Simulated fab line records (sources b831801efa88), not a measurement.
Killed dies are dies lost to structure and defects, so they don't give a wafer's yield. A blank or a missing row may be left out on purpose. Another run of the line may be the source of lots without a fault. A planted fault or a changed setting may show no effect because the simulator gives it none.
What tool caused it? / flow sfq_line / 14 lots, 42 wafers sampled, at 5 steps of a route of 325

WHAT EACH GAUGE READ, for each wafer
SFQ_I0_BOW_MEAS_907.
lot=L928; measured=day 6 10:49; on=film_metro-03; I0_BOW (um)=-1 5 2
lot=L929; measured=day 6 18:01; on=film_metro-03; I0_BOW (um)=-4 -6 9
lot=L930; measured=day 6 21:01; on=film_metro-02; I0_BOW (um)=-6 -3 3
lot=L931; measured=day 7 03:04; on=film_metro-01; I0_BOW (um)=1 6 -7
lot=L932; measured=day 7 10:49; on=film_metro-03; I0_BOW (um)=5 3 -6
lot=L935; measured=day 8 06:46; on=film_metro-03; I0_BOW (um)=-4 1 -11
lot=L936; measured=day 8 12:46; on=film_metro-01; I0_BOW (um)=-8 2 0
lot=L939; measured=day 9 05:55; on=film_metro-01; I0_BOW (um)=2 14 7
lot=L942; measured=day 10 03:01; on=film_metro-02; I0_BOW (um)=-3 -8 3
lot=L945; measured=day 10 18:37; on=film_metro-02; I0_BOW (um)=0 5 -11
lot=L946; measured=day 11 00:36; on=film_metro-03; I0_BOW (um)=-4 3 2 - - -
lot=L947; measured=day 11 09:36; on=film_metro-02; I0_BOW (um)=6 11 2 - - -
lot=L948; measured=day 11 12:24; on=film_metro-03; I0_BOW (um)=-6 -11 -13
lot=L950; measured=day 12 02:59; on=film_metro-01; I0_BOW (um)=-7 -5 -2

SFQ_M5_OVL_MEAS_932.
lot=L928; measured=day 49 03:13; on=overlay-02; M5_OVL (nm)=-5 -5 -1
lot=L929; measured=day 49 04:25; on=overlay-01; M5_OVL (nm)=-8 -1 -10
lot=L930; measured=day 49 09:01; on=overlay-01; M5_OVL (nm)=-3 -7 -2
lot=L931; measured=day 49 10:13; on=overlay-01; M5_OVL (nm)=-8 1 0
lot=L932; measured=day 49 11:25; on=overlay-01; M5_OVL (nm)=3 2 5
lot=L935; measured=day 53 01:38; on=overlay-01; M5_OVL (nm)=-1 -1 0
lot=L936; measured=day 53 07:49; on=overlay-02; M5_OVL (nm)=-5 0 -5
lot=L939; measured=day 60 01:03; on=overlay-01; M5_OVL (nm)=-2 2 1
lot=L942; measured=day 61 18:01; on=overlay-01; M5_OVL (nm)=0 -4 -5
lot=L945; measured=day 68 11:13; on=overlay-01; M5_OVL (nm)=-1 0 4
lot=L946; measured=day 69 04:47; on=overlay-02; M5_OVL (nm)=5 -3 1
lot=L947; measured=day 69 14:31; on=overlay-02; M5_OVL (nm)=-9 -1 -1
lot=L948; measured=day 69 15:43; on=overlay-01; M5_OVL (nm)=-2 -7 -10
lot=L950; measured=day 70 03:43; on=overlay-01; M5_OVL (nm)=2 3 7

WHICH TOOL RAN EACH LOT (tool, then ch and the chambers of the sampled wafers, then the start)
lot=L928; SFQ_TRILAYER_I0_CMP_CMP_028=cmp-02 ch 1,2,3, day 6 08:19; SFQ_TRILAYER_I0_METRO_MEASURE_029=film_metro-03, day 6 10:56; SFQ_TRILAYER_I0_VIA_ETCH_VIA_ETCH_034=rie_diel-02 ch 2,3, day 9 23:00
lot=L929; SFQ_TRILAYER_I0_CMP_CMP_028=cmp-01 ch 1,2,3, day 6 16:01; SFQ_TRILAYER_I0_METRO_MEASURE_029=film_metro-03, day 6 18:08; SFQ_TRILAYER_I0_VIA_ETCH_VIA_ETCH_034=rie_diel-03 ch 0,1, day 10 07:24
lot=L930; SFQ_TRILAYER_I0_CMP_CMP_028=cmp-01 ch 2,3, day 6 18:31; SFQ_TRILAYER_I0_METRO_MEASURE_029=film_metro-02, day 6 21:08; SFQ_TRILAYER_I0_VIA_ETCH_VIA_ETCH_034=rie_diel-02 ch 0,1,2, day 10 12:12
lot=L931; SFQ_TRILAYER_I0_CMP_CMP_028=cmp-01 ch 0,1,2, day 7 01:01; SFQ_TRILAYER_I0_METRO_MEASURE_029=film_metro-01, day 7 03:32; SFQ_TRILAYER_I0_VIA_ETCH_VIA_ETCH_034=rie_diel-04 ch 0,1,2, day 10 21:54
lot=L932; SFQ_TRILAYER_I0_CMP_CMP_028=cmp-02 ch 0,2,3, day 7 07:49; SFQ_TRILAYER_I0_METRO_MEASURE_029=film_metro-03, day 7 10:56; SFQ_TRILAYER_I0_VIA_ETCH_VIA_ETCH_034=rie_diel-03 ch 0,2,3, day 11 15:10
lot=L935; SFQ_TRILAYER_I0_CMP_CMP_028=cmp-02 ch 0,2,3, day 8 03:44; SFQ_TRILAYER_I0_METRO_MEASURE_029=film_metro-03, day 8 07:04; SFQ_TRILAYER_I0_VIA_ETCH_VIA_ETCH_034=rie_diel-02 ch 1,2,3, day 12 16:22
lot=L936; SFQ_TRILAYER_I0_CMP_CMP_028=cmp-02 ch 0,2,3, day 8 10:44; SFQ_TRILAYER_I0_METRO_MEASURE_029=film_metro-01, day 8 13:04; SFQ_TRILAYER_I0_VIA_ETCH_VIA_ETCH_034=rie_diel-02 ch 0,1,3, day 12 23:34
lot=L939; SFQ_TRILAYER_I0_CMP_CMP_028=cmp-02 ch 0,2,3, day 9 02:55; SFQ_TRILAYER_I0_METRO_MEASURE_029=film_metro-01, day 9 06:02; SFQ_TRILAYER_I0_VIA_ETCH_VIA_ETCH_034=rie_diel-02 ch 0,2,3, day 13 22:50
lot=L942; SFQ_TRILAYER_I0_CMP_CMP_028=cmp-02 ch 0,3, day 10 00:00; SFQ_TRILAYER_I0_METRO_MEASURE_029=film_metro-02, day 10 03:19; SFQ_TRILAYER_I0_VIA_ETCH_VIA_ETCH_034=rie_diel-02 ch 0,1,3, day 15 01:02
lot=L945; SFQ_TRILAYER_I0_CMP_CMP_028=cmp-02 ch 0,3, day 10 15:36; SFQ_TRILAYER_I0_METRO_MEASURE_029=film_metro-02, day 10 18:55; SFQ_TRILAYER_I0_VIA_ETCH_VIA_ETCH_034=rie_diel-02 ch 0,1,3, day 15 20:14
lot=L946; SFQ_TRILAYER_I0_CMP_CMP_028=cmp-02 ch 0,2, day 10 21:36; SFQ_TRILAYER_I0_METRO_MEASURE_029=film_metro-03, day 11 04:43; SFQ_TRILAYER_I0_VIA_ETCH_VIA_ETCH_034=rie_diel-03 ch 0,2,3, day 16 06:16
lot=L947; SFQ_TRILAYER_I0_CMP_CMP_028=cmp-02 ch 0,2, day 11 07:06; SFQ_TRILAYER_I0_METRO_MEASURE_029=film_metro-02, day 11 12:27; SFQ_TRILAYER_I0_VIA_ETCH_VIA_ETCH_034=rie_diel-04 ch 1,2, day 16 14:40
lot=L948; SFQ_TRILAYER_I0_CMP_CMP_028=cmp-01 ch 0,1, day 11 09:24; SFQ_TRILAYER_I0_METRO_MEASURE_029=film_metro-03, day 11 12:31; SFQ_TRILAYER_I0_VIA_ETCH_VIA_ETCH_034=rie_diel-03 ch 0,2, day 16 17:04
lot=L950; SFQ_TRILAYER_I0_CMP_CMP_028=cmp-01 ch 0,1, day 11 23:58; SFQ_TRILAYER_I0_METRO_MEASURE_029=film_metro-01, day 12 03:17; SFQ_TRILAYER_I0_VIA_ETCH_VIA_ETCH_034=rie_diel-02 ch 0,1,2, day 17 11:04
- SFQ_TRILAYER_I0_CMP_CMP_028: polishes SiO2.
- SFQ_TRILAYER_I0_METRO_MEASURE_029
- SFQ_TRILAYER_I0_VIA_ETCH_VIA_ETCH_034: etches SiO2 in CHF3, stops on Nb, target depth 260 nm.

WHAT THE TOOLS THEMSELVES READ (means of the sampled wafers that have a number; where no wafer has one, the mark that the record gives instead)
SFQ_TRILAYER_I0_CMP_CMP_028.
lot=L928; tool=cmp-02; motor_current_A (A)=10.1; time_to_endpoint_s (s)=214
lot=L929; tool=cmp-01; motor_current_A (A)=10.7; time_to_endpoint_s (s)=219
lot=L930; tool=cmp-01; motor_current_A (A)=10.8; time_to_endpoint_s (s)=203
lot=L931; tool=cmp-01; motor_current_A (A)=9.7; time_to_endpoint_s (s)=213
lot=L932; tool=cmp-02; motor_current_A (A)=10.3; time_to_endpoint_s (s)=207
lot=L935; tool=cmp-02; motor_current_A (A)=10.2; time_to_endpoint_s (s)=214
lot=L936; tool=cmp-02; motor_current_A (A)=10.2; time_to_endpoint_s (s)=210
lot=L939; tool=cmp-02; motor_current_A (A)=10.2; time_to_endpoint_s (s)=216
lot=L942; tool=cmp-02; motor_current_A (A)=10.5; time_to_endpoint_s (s)=220
lot=L945; tool=cmp-02; motor_current_A (A)=10.3; time_to_endpoint_s (s)=210
lot=L946; tool=cmp-02; motor_current_A (A)=9.5; time_to_endpoint_s (s)=213
lot=L947; tool=cmp-02; motor_current_A (A)=9.3; time_to_endpoint_s (s)=229
lot=L948; tool=cmp-01; motor_current_A (A)=9.4; time_to_endpoint_s (s)=210
lot=L950; tool=cmp-01; motor_current_A (A)=9.3; time_to_endpoint_s (s)=212

SFQ_TRILAYER_I0_METRO_MEASURE_029.
lot=L928; tool=film_metro-03; thk_nm (nm)=200.6
lot=L929; tool=film_metro-03; thk_nm (nm)=199.4
lot=L930; tool=film_metro-02; thk_nm (nm)=199.9
lot=L931; tool=film_metro-01; thk_nm (nm)=200.0
lot=L932; tool=film_metro-03; thk_nm (nm)=200.8
lot=L935; tool=film_metro-03; thk_nm (nm)=200.0
lot=L936; tool=film_metro-01; thk_nm (nm)=199.5
lot=L939; tool=film_metro-01; thk_nm (nm)=198.9
lot=L942; tool=film_metro-02; thk_nm (nm)=200.6
lot=L945; tool=film_metro-02; thk_nm (nm)=201.9
lot=L946; tool=film_metro-03; thk_nm (nm)=190.3
lot=L947; tool=film_metro-02; thk_nm (nm)=190.0
lot=L948; tool=film_metro-03; thk_nm (nm)=200.6
lot=L950; tool=film_metro-01; thk_nm (nm)=200.1

SFQ_TRILAYER_I0_VIA_ETCH_VIA_ETCH_034.
lot=L928; tool=rie_diel-02; drypump_motor_current_A (A)=5.7; oes_product_au (a.u.)=0.857
lot=L929; tool=rie_diel-03; drypump_motor_current_A (A)=5.8; oes_product_au (a.u.)=0.853
lot=L930; tool=rie_diel-02; drypump_motor_current_A (A)=6.1; oes_product_au (a.u.)=0.857
lot=L931; tool=rie_diel-04; drypump_motor_current_A (A)=6.0; oes_product_au (a.u.)=0.857
lot=L932; tool=rie_diel-03; drypump_motor_current_A (A)=5.3; oes_product_au (a.u.)=0.856
lot=L935; tool=rie_diel-02; drypump_motor_current_A (A)=6.0; oes_product_au (a.u.)=0.852
lot=L936; tool=rie_diel-02; drypump_motor_current_A (A)=6.0; oes_product_au (a.u.)=0.856
lot=L939; tool=rie_diel-02; drypump_motor_current_A (A)=5.9; oes_product_au (a.u.)=0.859
lot=L942; tool=rie_diel-02; drypump_motor_current_A (A)=6.0; oes_product_au (a.u.)=0.857
lot=L945; tool=rie_diel-02; drypump_motor_current_A (A)=6.0; oes_product_au (a.u.)=0.861
lot=L946; tool=rie_diel-03; drypump_motor_current_A (A)=5.3; oes_product_au (a.u.)=0.830
lot=L947; tool=rie_diel-04; drypump_motor_current_A (A)=5.6; oes_product_au (a.u.)=0.831
lot=L948; tool=rie_diel-03; drypump_motor_current_A (A)=4.9; oes_product_au (a.u.)=0.859
lot=L950; tool=rie_diel-02; drypump_motor_current_A (A)=6.2; oes_product_au (a.u.)=0.853

THE ANSWER, worked out from the rows above alone
Rule: the lots themselves supply what counts as usual. The widest of any qualifying gaps counts: lots, ordered by their means at a reading, are off when they make up no more than a third of the lots, leave a main group of 4 or more, and stand apart from it by 3 or more times the standard deviation of that group's means. A main group whose means are all the same, to the digits that the tables above print for the reading, isn't used. Also off: a lot with no number at a reading for which 4 or more lots have one. Any other lot the step has rows for is counted as sound. First the gauges in route order, then the tools' own readings, where a lot's mean is used as printed above. The first step at which some lot is off is used, and at that step the reading that is off furthest; a lot without a number counts as furthest.
Off, at SFQ_TRILAYER_I0_METRO_MEASURE_029 on thk_nm: L946, L947. The main group: mean 200.2 nm, standard deviation 0.75.
A tool fits if, at that step or a process step before it, it ran every lot that is off, and no sound lot after the first of them. One fits: cmp-02 at SFQ_TRILAYER_I0_CMP_CMP_028. Its last sound lot is L945 (day 10 15:36), its first lot that is off L946 (day 10 21:36): a fault that began between those two fits.

WHAT THE SIMULATOR HAD INSERTED
cmp-02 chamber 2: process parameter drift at SFQ_TRILAYER_I0_CMP_CMP_028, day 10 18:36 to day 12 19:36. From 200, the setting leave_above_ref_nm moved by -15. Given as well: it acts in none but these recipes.
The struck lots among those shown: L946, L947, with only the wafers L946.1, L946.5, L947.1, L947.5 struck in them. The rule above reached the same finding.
